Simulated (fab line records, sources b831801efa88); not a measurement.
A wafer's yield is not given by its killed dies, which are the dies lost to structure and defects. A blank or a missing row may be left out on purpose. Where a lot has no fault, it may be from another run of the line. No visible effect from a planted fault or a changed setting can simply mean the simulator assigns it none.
Which tool was responsible? / flow sky130 / Sampling: 10 lots, 30 wafers, 4 of 708 route steps

== WHAT EACH GAUGE READ, for each wafer ==
SKY_SPACER_THK_MEAS_01. Usual: SPACER_CVD_00_THK typically reads 43.1 nm, with standard deviation 0.42.
lot=L635; measured=day 22 17:42; on=film-metro-01; SPACER_CVD_00_THK (nm)=43.4 43.4 43.7; flag=
lot=L636; measured=day 23 04:46; on=film-metro-02; SPACER_CVD_00_THK (nm)=42.1 42.8 42.5; flag=
lot=L637; measured=day 23 18:28; on=film-metro-04; SPACER_CVD_00_THK (nm)=42.5 42.8 42.6; flag=
lot=L641; measured=day 25 18:22; on=film-metro-02; SPACER_CVD_00_THK (nm)=42.9 42.6 42.6; flag=
lot=L642; measured=day 25 18:22; on=film-metro-04; SPACER_CVD_00_THK (nm)=42.8 42.5 43.2; flag=
lot=L646; measured=day 27 19:43; on=film-metro-01; SPACER_CVD_00_THK (nm)=42.9 43.1 42.8; flag=
lot=L650; measured=day 28 05:30; on=film-metro-01; SPACER_CVD_00_THK (nm)=43.6 43.5 43.8; flag=
lot=L653; measured=day 30 01:41; on=film-metro-04; SPACER_CVD_00_THK (nm)=40.1 40.2 39.7; flag=OFF
lot=L655; measured=day 30 09:15; on=film-metro-01; SPACER_CVD_00_THK (nm)=40.0 39.9 39.7; flag=OFF
lot=L656; measured=day 30 12:28; on=film-metro-04; SPACER_CVD_00_THK (nm)=39.5 39.6 39.9; flag=OFF

SKY_METAL1_RS_MEAS_05: measurement is done with a four-point probe. Usual: METAL1_ALCU_RS typically reads 0.1266 ohm/sq, with standard deviation 0.0013.
lot=L635; measured=day 31 09:26; on=film-metro-01; METAL1_ALCU_RS (ohm/sq)=0.1254 0.1260 0.1252; flag=
lot=L636; measured=day 31 20:26; on=film-metro-02; METAL1_ALCU_RS (ohm/sq)=0.1257 0.1255 0.1263; flag=
lot=L637; measured=day 32 06:54; on=film-metro-02; METAL1_ALCU_RS (ohm/sq)=0.1249 0.1249 0.1240; flag=
lot=L641; measured=day 34 04:58; on=film-metro-02; METAL1_ALCU_RS (ohm/sq)=0.1247 0.1258 0.1249; flag=
lot=L642; measured=day 34 03:02; on=film-metro-04; METAL1_ALCU_RS (ohm/sq)=0.1265 0.1258 0.1259; flag=
lot=L646; measured=day 36 02:38; on=film-metro-04; METAL1_ALCU_RS (ohm/sq)=0.1274 0.1261 0.1281; flag=
lot=L650; measured=day 36 10:37; on=film-metro-04; METAL1_ALCU_RS (ohm/sq)=0.1270 0.1274 0.1261; flag=
lot=L653; measured=day 38 03:13; on=film-metro-02; METAL1_ALCU_RS (ohm/sq)=0.1228 0.1232 0.1239; flag=
lot=L655; measured=day 38 08:46; on=film-metro-02; METAL1_ALCU_RS (ohm/sq)=0.1261 0.1276 0.1264; flag=
lot=L656; measured=day 38 13:14; on=film-metro-04; METAL1_ALCU_RS (ohm/sq)=0.1270 0.1263 0.1269; flag=

== WHAT TOOL EACH LOT RAN ON (gives the tool, then ch and the chambers of the sampled wafers, and finally the start) ==
lot=L635; SKY_SPACER_CVD_00=lpcvd-02 ch 0, day 22 15:53; SKY_SPACER_ETCHBACK_02=rie-diel-02 ch 0,2, day 22 17:45
lot=L636; SKY_SPACER_CVD_00=lpcvd-02 ch 1, day 23 02:57; SKY_SPACER_ETCHBACK_02=rie-diel-02 ch 0,1,2, day 23 04:49
lot=L637; SKY_SPACER_CVD_00=lpcvd-02 ch 1, day 23 16:40; SKY_SPACER_ETCHBACK_02=rie-diel-02 ch 0,2,3, day 23 18:31
lot=L641; SKY_SPACER_CVD_00=lpcvd-02 ch 0, day 25 17:08; SKY_SPACER_ETCHBACK_02=rie-diel-04 ch 0,1,3, day 25 18:25
lot=L642; SKY_SPACER_CVD_00=lpcvd-02 ch 1, day 25 17:08; SKY_SPACER_ETCHBACK_02=rie-diel-01 ch 2,3, day 25 18:25
lot=L646; SKY_SPACER_CVD_00=lpcvd-02 ch 0, day 27 18:30; SKY_SPACER_ETCHBACK_02=rie-diel-02 ch 2,3, day 27 19:46
lot=L650; SKY_SPACER_CVD_00=lpcvd-02 ch 1, day 28 04:17; SKY_SPACER_ETCHBACK_02=rie-diel-01 ch 0,2,3, day 28 05:34
lot=L653; SKY_SPACER_CVD_00=lpcvd-02 ch 1, day 30 00:27; SKY_SPACER_ETCHBACK_02=rie-diel-01 ch 0,2,3, day 30 01:43
lot=L655; SKY_SPACER_CVD_00=lpcvd-02 ch 1, day 30 08:01; SKY_SPACER_ETCHBACK_02=rie-diel-01 ch 1,2, day 30 09:17
lot=L656; SKY_SPACER_CVD_00=lpcvd-02 ch 1, day 30 10:39; SKY_SPACER_ETCHBACK_02=rie-diel-01 ch 1,2,3, day 30 12:31
- SKY_SPACER_CVD_00: deposits Si3N4 from DCS/NH3, target thk 43.1 nm, time 740 s.
- SKY_SPACER_ETCHBACK_02: etches Si3N4 in CH3F/O2, stops on SiO2, time 46.7 s, target depth 45 nm.

== AS READ BY THE TOOLS THEMSELVES (means over the sampled wafers that have a number; for cases with no such wafer, the mark the record gives instead) ==
SKY_SPACER_CVD_00. Usual: spike-tc-centre-C 771.8 C, standard deviation 1.4; spike-tc-lower-C 770.3 C, standard deviation 0.9; spike-tc-upper-C 770.5 C, standard deviation 1.4; susceptor-temp-C 770.1 C, standard deviation 0.34; zone-power-lower-pct 10.80 %, standard deviation 0.2.
lot=L635; tool=lpcvd-02; spike-tc-centre-C (C)=770.5; spike-tc-lower-C (C)=769.8; spike-tc-upper-C (C)=771.7; susceptor-temp-C (C)=769.9; zone-power-lower-pct (%)=10.60; flag=
lot=L636; tool=lpcvd-02; spike-tc-centre-C (C)=772.0; spike-tc-lower-C (C)=770.9; spike-tc-upper-C (C)=770.6; susceptor-temp-C (C)=769.9; zone-power-lower-pct (%)=10.96; flag=
lot=L637; tool=lpcvd-02; spike-tc-centre-C (C)=771.8; spike-tc-lower-C (C)=770.0; spike-tc-upper-C (C)=769.7; susceptor-temp-C (C)=770.1; zone-power-lower-pct (%)=10.90; flag=
lot=L641; tool=lpcvd-02; spike-tc-centre-C (C)=771.4; spike-tc-lower-C (C)=770.0; spike-tc-upper-C (C)=771.8; susceptor-temp-C (C)=769.7; zone-power-lower-pct (%)=10.56; flag=
lot=L642; tool=lpcvd-02; spike-tc-centre-C (C)=772.7; spike-tc-lower-C (C)=770.2; spike-tc-upper-C (C)=770.0; susceptor-temp-C (C)=769.9; zone-power-lower-pct (%)=10.94; flag=
lot=L646; tool=lpcvd-02; spike-tc-centre-C (C)=768.9; spike-tc-lower-C (C)=769.8; spike-tc-upper-C (C)=772.5; susceptor-temp-C (C)=770.0; zone-power-lower-pct (%)=10.58; flag=
lot=L650; tool=lpcvd-02; spike-tc-centre-C (C)=772.8; spike-tc-lower-C (C)=770.7; spike-tc-upper-C (C)=770.0; susceptor-temp-C (C)=770.4; zone-power-lower-pct (%)=10.99; flag=
lot=L653; tool=lpcvd-02; spike-tc-centre-C (C)=768.8; spike-tc-lower-C (C)=765.4; spike-tc-upper-C (C)=765.8; susceptor-temp-C (C)=766.0; zone-power-lower-pct (%)=10.90; flag=OFF
lot=L655; tool=lpcvd-02; spike-tc-centre-C (C)=767.3; spike-tc-lower-C (C)=766.3; spike-tc-upper-C (C)=766.3; susceptor-temp-C (C)=766.4; zone-power-lower-pct (%)=10.85; flag=OFF
lot=L656; tool=lpcvd-02; spike-tc-centre-C (C)=768.6; spike-tc-lower-C (C)=766.4; spike-tc-upper-C (C)=765.6; susceptor-temp-C (C)=766.4; zone-power-lower-pct (%)=10.84; flag=OFF

SKY_SPACER_ETCHBACK_02. Usual: bias-w 80.02 W, standard deviation 0.25; drypump-motor-current-A 5.7 A, standard deviation 0.44; oes-product-au 0.855 a.u., standard deviation 0.0065; throttle-valve-pct 10.562 %, standard deviation 0.0092.
lot=L635; tool=rie-diel-02; bias-w (W)=79.93; drypump-motor-current-A (A)=5.4; oes-product-au (a.u.)=0.862; throttle-valve-pct (%)=10.570; flag=
lot=L636; tool=rie-diel-02; bias-w (W)=80.27; drypump-motor-current-A (A)=5.5; oes-product-au (a.u.)=0.851; throttle-valve-pct (%)=10.559; flag=
lot=L637; tool=rie-diel-02; bias-w (W)=79.94; drypump-motor-current-A (A)=5.6; oes-product-au (a.u.)=0.847; throttle-valve-pct (%)=10.558; flag=
lot=L641; tool=rie-diel-04; bias-w (W)=80.07; drypump-motor-current-A (A)=5.7; oes-product-au (a.u.)=0.852; throttle-valve-pct (%)=10.564; flag=
lot=L642; tool=rie-diel-01; bias-w (W)=79.85; drypump-motor-current-A (A)=5.2; oes-product-au (a.u.)=0.852; throttle-valve-pct (%)=10.566; flag=
lot=L646; tool=rie-diel-02; bias-w (W)=79.74; drypump-motor-current-A (A)=6.0; oes-product-au (a.u.)=0.855; throttle-valve-pct (%)=10.564; flag=
lot=L650; tool=rie-diel-01; bias-w (W)=80.23; drypump-motor-current-A (A)=5.4; oes-product-au (a.u.)=0.862; throttle-valve-pct (%)=10.564; flag=
lot=L653; tool=rie-diel-01; bias-w (W)=80.15; drypump-motor-current-A (A)=5.5; oes-product-au (a.u.)=0.817; throttle-valve-pct (%)=10.560; flag=OFF
lot=L655; tool=rie-diel-01; bias-w (W)=80.33; drypump-motor-current-A (A)=6.2; oes-product-au (a.u.)=0.827; throttle-valve-pct (%)=10.552; flag=OFF
lot=L656; tool=rie-diel-01; bias-w (W)=80.11; drypump-motor-current-A (A)=5.7; oes-product-au (a.u.)=0.815; throttle-valve-pct (%)=10.559; flag=OFF

== THE ANSWER, worked out from the rows above alone ==
Rule: take the mean of a lot's wafers that have a number; if it is more than 3 standard deviations from the usual mean, the lot is off. Also off: a lot with no number at a reading for which 4 or more lots have one. The other lots that the step has rows for count as sound. The gauges are gone through in route order, then the tools' own readings, and for those a lot's mean is taken as printed above. The first step at which some lot is off is used, and at that step the reading that is off furthest; a lot without a number counts as furthest.
Off: at SKY_SPACER_THK_MEAS_01 (SPACER_CVD_00_THK), L653, L655, L656.
If a tool, at a process step before that reading, ran all the lots that are off and no sound lot after the first of them, it fits. The gauges at SKY_SPACER_THK_MEAS_01 aren't tried: what is off there is off at SKY_SPACER_CVD_00 too, on other tools, and a gauge's error can't cause that. One candidate fits, namely lpcvd-02 at SKY_SPACER_CVD_00. A fault onset in the window from L650 (day 28 04:17, its last sound lot) to L653 (day 30 00:27, its first lot off) fits.
The tool's own readings at SKY_SPACER_CVD_00 bear it out: on the lots that are off they differ by more than 5 times the standard deviation of the sound lots' means. spike-tc-lower-C reads 766.0 C there against 770.2 C on the sound lots; susceptor-temp-C reads 766.3 C there against 770.0 C on the sound lots.

== WHAT THE SIMULATOR PUT IN ==
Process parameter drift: lpcvd-02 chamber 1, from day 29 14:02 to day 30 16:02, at SKY_SPACER_CVD_00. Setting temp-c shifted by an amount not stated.
Shown lots that were struck: L653, L655, L656. The rule above reached the same finding.
